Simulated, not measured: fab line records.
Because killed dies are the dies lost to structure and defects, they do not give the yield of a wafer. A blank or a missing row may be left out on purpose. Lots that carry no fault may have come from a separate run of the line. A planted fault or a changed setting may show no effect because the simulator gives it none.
fab line records    flow sky130
[record] lots = 11  wafers = 33  last-day = 49
route steps=708 shown RES_PROTECT@214 POLY_GATE@229 LDD_N@254 LDD_P@259
lots that met no fault: taken from a fault-free run of the same line
start-h: the number of hours between the record's first day and the start of the first shown wafer of the lot    wait-h: hours elapsed since this lot's preceding step    " the same as in the row above    L1.1+2: several wafers, shown together as one row    - no value present, or no start provided    * or withheld: withheld    < > ~ a bound
route shown NAME@n: a module of which the file shows steps, and the number in the route of the first    usual: mean/standard deviation taken from wafers without a fault    same: alike in all rows    chamber/n: place in a boat    sites: the reading at each site    _std_site: standard deviation across them    _edge_site: inner sites' mean taken away from outer sites' mean    radius-mm: for every site, how far away it sits from the centre of the wafer    mask NAME#n: copy n    behind: the tool/chamber that last shaped the wafer    hold: reason for holding the lot/hours on hold/outcome of the hold    device: transistor that didn't switch, given as n, p or np    end of line: at the end of the route, the tests of the same wafers    where a step has no rows: the recipe by itself    killed: at the first sort, the dies lost to defects and structure; wafer yield is something else    map: a wafer's dies, x killed, . not, _ none there
set.NAME: setting as actually run; set.NAME@STEP: the setting as run at that earlier step    model.NAME: the simulator's own value behind a step, which no gauge read
one table for each step of the route and one row for each wafer, over a sample of lots
services: when a tool's chamber went out of use (start-h, in hours from the record's first day, below 0 if earlier), for how many hours, and the reason
[[steps]]
[step SKY_RES_PROTECT_STRIP_07]
[recipe] chemistry = O2/N2  power-w = 1400  pressure-mtorr = 1500  platen-temp-c = withheld  o2-flow-sccm = 3000  n2-flow-sccm = 300  overash-fraction = 0.5
[usual] drypump-motor-current-A = 5.5/0.56  o2-flow-sccm = 3000/9.4  oes-product-au = 0.518/0.0047  strip-time-to-endpoint-s = 23.30/0.045
lot.wafer  tool             chamber  start-h  wait-h  drypump-motor-current-A  o2-flow-sccm  oes-product-au  rf-hours-counter-h  strip-time-to-endpoint-s
L536.2     plasma-asher-04  0        346.99   0.1     5.0                      2999          0.516           53                  23.33
L536.3     "                0        "        "       5.0                      3009          0.515           -                   23.31
L536.6     "                1        "        "       4.7                      3004          0.524           -                   23.33
L537.1     plasma-asher-02  0        359.71   0.1     5.7                      3010          0.516           66                  23.39
L537.3     "                0        "        "       5.8                      2977          0.520           -                   23.34
L537.4     "                1        "        "       6.2                      3002          0.524           -                   23.29
L540.3     plasma-asher-04  0        386.99   0.1     5.0                      2999          0.523           -                   23.36
L540.4     "                1        "        "       4.7                      2996          0.521           -                   23.34
L540.5     "                1        "        "       4.7                      3023          0.521           -                   23.31
L542.2     plasma-asher-04  1        425.80   0.1     4.7                      3012          0.522           61                  23.26
L542.3     "                0        "        "       5.0                      3013          0.515           -                   23.25
L542.4     "                1        "        "       4.7                      3023          0.521           -                   23.27
L544.2     plasma-asher-01  1        427.56   0.1     6.1                      2989          0.520           27                  23.32
L544.3     "                1        "        "       6.0                      3005          0.523           -                   23.37
L544.5     "                1        "        "       6.1                      2996          0.517           -                   23.37
L546.2     plasma-asher-02  0        466.01   0.1     5.8                      3006          0.511           77                  23.25
L546.4     "                0        "        "       5.8                      3013          0.519           -                   23.27
L546.5     "                1        "        "       6.2                      2990          0.506           -                   23.31
L549.2     plasma-asher-02  1        477.14   0.1     6.2                      2991          0.514           78                  23.30
L549.4     "                0        "        "       5.8                      2978          0.509           -                   23.30
L549.5     "                0        "        "       5.8                      2985          0.517           -                   23.30
L550.2     plasma-asher-02  1        478.84   0.1     6.2                      2993          0.515           78                  23.30
L550.5     "                1        "        "       6.2                      2986          0.518           -                   23.32
L550.6     "                0        "        "       5.8                      2991          0.511           -                   23.34
L552.2     plasma-asher-01  1        489.71   0.1     6.0                      2996          0.525           34                  23.26
L552.4     "                1        "        "       6.0                      3000          0.529           -                   23.23
L552.5     "                0        "        "       5.3                      2984          0.516           -                   23.29
L553.1     plasma-asher-04  0        507.81   0.1     5.0                      3009          0.515           69                  23.26
L553.2     "                1        "        "       4.7                      3011          0.520           69                  23.30
L553.3     "                1        "        "       4.7                      3014          0.517           -                   23.31
L554.3     plasma-asher-04  1        508.79   0.1     4.7                      2994          0.515           -                   23.35
L554.4     "                0        "        "       5.0                      3009          0.520           -                   23.33
L554.5     "                0        "        "       5.0                      2999          0.517           -                   23.31
[step SKY_POLY_GATE_ETCH_15]
[recipe] chemistry = N2/H2  target = BARC  ion-energy-ev = 200  source-w = 500  bias-w = 100  pressure-mtorr = 30  n2-flow-sccm = 100  h2-flow-sccm = 200  stop-on = SiO2  time-s = 118.5  target-depth-a = 1100
[usual] drypump-motor-current-A = 5.6/0.51  oes-product-au = 0.719/0.0043  throttle-valve-pct = 13.213/0.0091
lot.wafer  tool         chamber  start-h  wait-h  drypump-motor-current-A  oes-product-au  rf-hours-counter-h  throttle-valve-pct
L536.2     rie-diel-02  1        377.85   0.0     6.2                      0.721           1                   13.212
L536.3     "            0        "        "       5.3                      0.720           4                   13.210
L536.6     "            0        "        "       5.3                      0.724           -                   13.196
L537.1     rie-diel-03  0        401.44   0.0     5.3                      0.723           18                  13.217
L537.3     "            2        "        "       5.9                      0.714           88                  13.202
L537.4     "            3        "        "       5.2                      0.716           7                   13.217
L540.3     rie-diel-02  1        422.70   0.0     6.2                      0.720           2                   13.231
L540.4     "            3        "        "       4.8                      0.716           9                   13.215
L540.5     "            1        "        "       6.2                      0.720           -                   13.215
L542.2     rie-diel-02  3        459.60   0.0     4.9                      0.729           9                   13.224
L542.3     "            1        "        "       6.2                      0.725           3                   13.214
L542.4     "            3        "        "       4.9                      0.720           -                   13.209
L544.2     rie-diel-03  3        464.69   0.0     5.2                      0.719           8                   13.226
L544.3     "            2        "        "       5.9                      0.716           89                  13.225
L544.5     "            3        "        "       5.2                      0.719           -                   13.219
L546.2     rie-diel-04  0        499.88   0.0     4.7                      0.720           13                  13.212
L546.4     "            2        "        "       6.3                      0.721           -                   13.223
L546.5     "            1        "        "       6.0                      0.719           -                   13.208
L549.2     rie-diel-03  1        509.58   0.0     6.0                      0.716           5                   13.213
L549.4     "            3        "        "       5.2                      0.721           -                   13.215
L549.5     "            1        "        "       6.0                      0.722           -                   13.192
L550.2     rie-diel-03  0        511.34   0.0     5.3                      0.716           21                  13.219
L550.5     "            1        "        "       5.9                      0.719           -                   13.219
L550.6     "            0        "        "       5.3                      0.720           -                   13.203
L552.2     rie-diel-03  3        522.18   0.0     5.2                      0.715           9                   13.214
L552.4     "            1        "        "       6.0                      0.724           -                   13.204
L552.5     "            3        "        "       5.2                      0.713           -                   13.222
L553.1     rie-diel-04  3        540.55   0.0     6.1                      0.729           66                  13.215
L553.2     "            1        "        "       6.0                      0.719           28                  13.206
L553.3     "            0        "        "       4.7                      0.718           13                  13.203
L554.3     rie-diel-04  1        541.90   0.0     6.0                      0.728           28                  13.202
L554.4     "            3        "        "       6.1                      0.716           66                  13.210
L554.5     "            3        "        "       6.1                      0.722           -                   13.215
[step SKY_LDD_N_TW_MEAS_17]
[usual] LDD_N_TW = 2587/17
lot.wafer  tool           chamber  start-h  wait-h  LDD_N_TW
L536.2     film-metro-01  -        411.59   0.1     2600
L536.3     "              -        "        "       2610
L536.6     "              -        "        "       2607
L537.1     film-metro-01  -        437.30   0.1     2612
L537.3     "              -        "        "       2597
L537.4     "              -        "        "       2600
L540.3     film-metro-02  -        456.90   0.1     2590
L540.4     "              -        "        "       2592
L540.5     "              -        "        "       2597
L542.2     film-metro-03  -        494.52   0.1     2568
L542.3     "              -        "        "       2577
L542.4     "              -        "        "       2577
L544.2     film-metro-01  -        499.49   0.1     2597
L544.3     "              -        "        "       2607
L544.5     "              -        "        "       2602
L546.2     film-metro-02  -        534.12   0.1     2578
L546.4     "              -        "        "       2570
L546.5     "              -        "        "       2588
L549.2     film-metro-02  -        542.41   0.1     2589
L549.4     "              -        "        "       2581
L549.5     "              -        "        "       2596
L550.2     film-metro-01  -        545.87   0.1     2594
L550.5     "              -        "        "       2605
L550.6     "              -        "        "       2601
L552.2     film-metro-01  -        556.17   0.1     2604
L552.4     "              -        "        "       2614
L552.5     "              -        "        "       2615
L553.1     film-metro-02  -        573.53   0.1     2576
L553.2     "              -        "        "       2572
L553.3     "              -        "        "       2584
L554.3     film-metro-02  -        574.65   0.1     2587
L554.4     "              -        "        "       2572
L554.5     "              -        "        "       2571
[step SKY_LDD_P_EXPOSE_04]
[recipe] mask-id = PSDM  na = 0.6  source-shape = conventional  sigma-outer = 0.6  polarization = unpolarized  target-cd-nm = 380  dose-mj = 138
[usual] exposure-dose-mJ-cm2 = 139.79/0.14  stage-vel-mm-s = 499.94/0.24
lot.wafer  tool              chamber  start-h  wait-h  mask    exposure-dose-mJ-cm2  stage-vel-mm-s
L536.2     iline-stepper-01  0        426.15   -       PSDM#0  139.75                499.76
L536.3     "                 0        "        "       PSDM#0  139.65                499.71
L536.6     "                 0        "        "       PSDM#0  139.75                499.75
L537.1     iline-stepper-01  0        453.06   -       PSDM#0  139.78                499.75
L537.3     "                 0        "        "       PSDM#0  139.71                499.67
L537.4     "                 0        "        "       PSDM#0  139.74                499.92
L540.3     iline-stepper-01  0        472.21   -       PSDM#0  133.58                499.98
L540.4     "                 0        "        "       PSDM#0  133.59                499.54
L540.5     "                 0        "        "       PSDM#0  133.62                499.64
L542.2     iline-stepper-01  0        510.17   -       PSDM#0  135.16                500.07
L542.3     "                 0        "        "       PSDM#0  134.97                500.07
L542.4     "                 0        "        "       PSDM#0  135.00                499.98
L544.2     iline-stepper-01  0        514.67   -       PSDM#0  134.85                500.01
L544.3     "                 0        "        "       PSDM#0  134.75                500.45
L544.5     "                 0        "        "       PSDM#0  134.97                500.38
L546.2     iline-stepper-02  0        548.93   -       PSDM#0  139.86                500.30
L546.4     "                 0        "        "       PSDM#0  139.97                499.96
L546.5     "                 0        "        "       PSDM#0  139.86                500.20
L549.2     iline-stepper-02  0        557.47   -       PSDM#0  139.71                499.93
L549.4     "                 0        "        "       PSDM#0  139.73                499.86
L549.5     "                 0        "        "       PSDM#0  139.85                499.67
L550.2     iline-stepper-02  0        560.97   -       PSDM#0  139.93                499.73
L550.5     "                 0        "        "       PSDM#0  139.88                499.95
L550.6     "                 0        "        "       PSDM#0  139.95                499.85
L552.2     iline-stepper-02  0        571.38   -       PSDM#0  139.44                500.32
L552.4     "                 0        "        "       PSDM#0  139.59                500.28
L552.5     "                 0        "        "       PSDM#0  139.56                500.11
L553.1     iline-stepper-02  0        587.74   -       PSDM#0  140.12                499.71
L553.2     "                 0        "        "       PSDM#0  139.95                499.83
L553.3     "                 0        "        "       PSDM#0  139.86                499.59
L554.3     iline-stepper-02  0        589.78   -       PSDM#0  139.81                500.36
L554.4     "                 0        "        "       PSDM#0  139.77                500.19
L554.5     "                 0        "        "       PSDM#0  139.87                500.54
[step SKY_LDD_P_CD_MEAS_07]
[recipe] target-cd-nm = 380
[usual] cd-nm = 379.6/2
lot.wafer  tool       chamber  start-h  wait-h  cd-nm
L536.2     cd-sem-01  -        441.83   0.1     381.4
L536.3     "          -        "        "       380.5
L536.6     "          -        "        "       378.1
L537.1     cd-sem-02  -        468.47   0.1     376.8
L537.3     "          -        "        "       380.2
L537.4     "          -        "        "       378.4
L540.3     cd-sem-01  -        487.16   0.1     365.9
L540.4     "          -        "        "       364.9
L540.5     "          -        "        "       362.9
L542.2     cd-sem-02  -        524.89   0.1     366.7
L542.3     "          -        "        "       369.5
L542.4     "          -        "        "       367.8
L544.2     cd-sem-01  -        530.06   0.1     370.2
L544.3     "          -        "        "       372.6
L544.5     "          -        "        "       371.4
L546.2     cd-sem-02  -        564.11   0.1     380.1
L546.4     "          -        "        "       380.3
L546.5     "          -        "        "       381.7
L549.2     cd-sem-02  -        571.91   0.1     378.2
L549.4     "          -        "        "       376.8
L549.5     "          -        "        "       377.3
L550.2     cd-sem-02  -        575.26   0.1     379.9
L550.5     "          -        "        "       378.7
L550.6     "          -        "        "       379.2
L552.2     cd-sem-02  -        585.88   0.1     386.0
L552.4     "          -        "        "       384.4
L552.5     "          -        "        "       380.4
L553.1     cd-sem-01  -        601.94   0.1     378.7
L553.2     "          -        "        "       378.8
L553.3     "          -        "        "       380.6
L554.3     cd-sem-02  -        603.73   0.1     384.0
L554.4     "          -        "        "       382.5
L554.5     "          -        "        "       380.7
[[services]]
tool              chamber  start-h  hours  kind
iline-stepper-01  -        324.01   20.5   repair
plasma-asher-01   -        338.97   0.3    repair
plasma-asher-02   -        340.27   14.6   pm
iline-stepper-02  -        344.53   1.7    pm
rie-diel-04       1        346.40   9.8    repair
iline-stepper-02  -        348.06   0.7    repair
rie-diel-03       -        351.58   0.2    repair
iline-stepper-02  -        393.78   1.9    repair
rie-diel-02       3        405.73   3.6    repair
iline-stepper-01  -        409.27   7.8    repair
rie-diel-04       1        426.41   7.2    repair
rie-diel-03       3        436.78   5.1    repair
rie-diel-02       -        452.70   2.8    pm
rie-diel-02       0        456.04   3.9    repair
iline-stepper-02  -        462.97   28.9   pm
rie-diel-04       3        496.81   5.6    repair
iline-stepper-01  -        502.85   1.7    pm
rie-diel-02       -        506.31   0.8    repair
rie-diel-03       2        508.90   -      clean
rie-diel-03       2        508.90   16.4   scheduled-down
rie-diel-03       2        508.90   16.4   vent-cycle
iline-stepper-02  -        549.37   1.7    pm
[[key]]
[first-sign] step = SKY_LDD_P_EXPOSE_04  reading = exposure-dose-mJ-cm2  direction = down  sigmas = 38  usual = *  struck = *
[effect] step = SKY_LDD_P_CD_MEAS_07  reading = cd-nm  direction = down  sigmas = 5.8  usual = 379.6  struck = 368.0  through = control-loop
met-at SKY_LDD_P_EXPOSE_04
struck-lots L540,L542,L544
tester-left-out L540,L542,L544
[loop-trim] step = SKY_LDD_P_EXPOSE_04  setting = dose  lots = L542,L544
not-acting-at SKY_RES_PROTECT_STRIP_07,SKY_POLY_GATE_ETCH_15,SKY_LDD_N_TW_MEAS_17
onset-between 453.06 472.21
[fault] kind = process-parameter-drift  tool = iline-stepper-01  chamber = -  onset-h = 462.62  steps = SKY_LDD_P_EXPOSE_04  channel = dose-mj  offset = -6.1294  shape = step  acts-in = these-recipes-only  stated = 138
// tester-left-out: of these lots the tester's yield and bins aren't shown, on N5 and GAA mostly nor the transistor test; their killed dies are dies lost to structure and defects alone, not to doping, threshold or leakage, so they don't give the yield
// loop-trim: a control loop set the setting to another value than it would have without faults
